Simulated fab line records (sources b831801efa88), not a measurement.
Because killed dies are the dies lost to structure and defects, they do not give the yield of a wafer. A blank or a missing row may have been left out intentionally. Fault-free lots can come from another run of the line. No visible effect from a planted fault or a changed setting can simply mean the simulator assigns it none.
Chamber matching ; flow sky130 ; pecvd-02 running SKY_CAP2M_CVD_00: 3 sister chambers
The step deposits SiO2, target thk 15.5 nm. 6 wafers are shown with their chamber, then 8 later ones without.

EACH WAFER AND ITS CHAMBER
wafer;chamber;heaterPowerW (W)
L435.6;1;509
L441.6;2;734
L449.2;2;806
L449.3;0;915
L449.6;1;433
L448.1;0;978

WAFERS WITH NO CHAMBER GIVEN
wafer;heaterPowerW (W)
L448.3;734
L448.4;931
L452.2;946
L452.3;512
L452.5;787
L454.2;503
L454.5;1010
L454.6;512

EACH ONE'S CHAMBER
wafer;from the rows above;in truth
L448.3;2;2
L448.4;0;0
L452.2;0;0
L452.3;1;1
L452.5;2;2
L454.2;1;1
L454.5;0;0
L454.6;1;1
Correct placement for 8 of the 8. Not placeable from these rows: 0. Number placed wrongly: 0.
How it was worked out, from the rows above alone: a wafer's distance from a chamber is the root of the sum, over the readings, of the square of ((its reading less the chamber's mean) divided by the reading's scatter). If the next closest chamber is less than 2 further off than the closest, the wafer can't be placed; otherwise it belongs to the closest. Each chamber's mean is taken over the wafers shown for it. How the scatter is found: for the shown wafers, subtract from each reading the mean of its chamber, square and add these, divide the total by (wafers less chambers), then take the root.
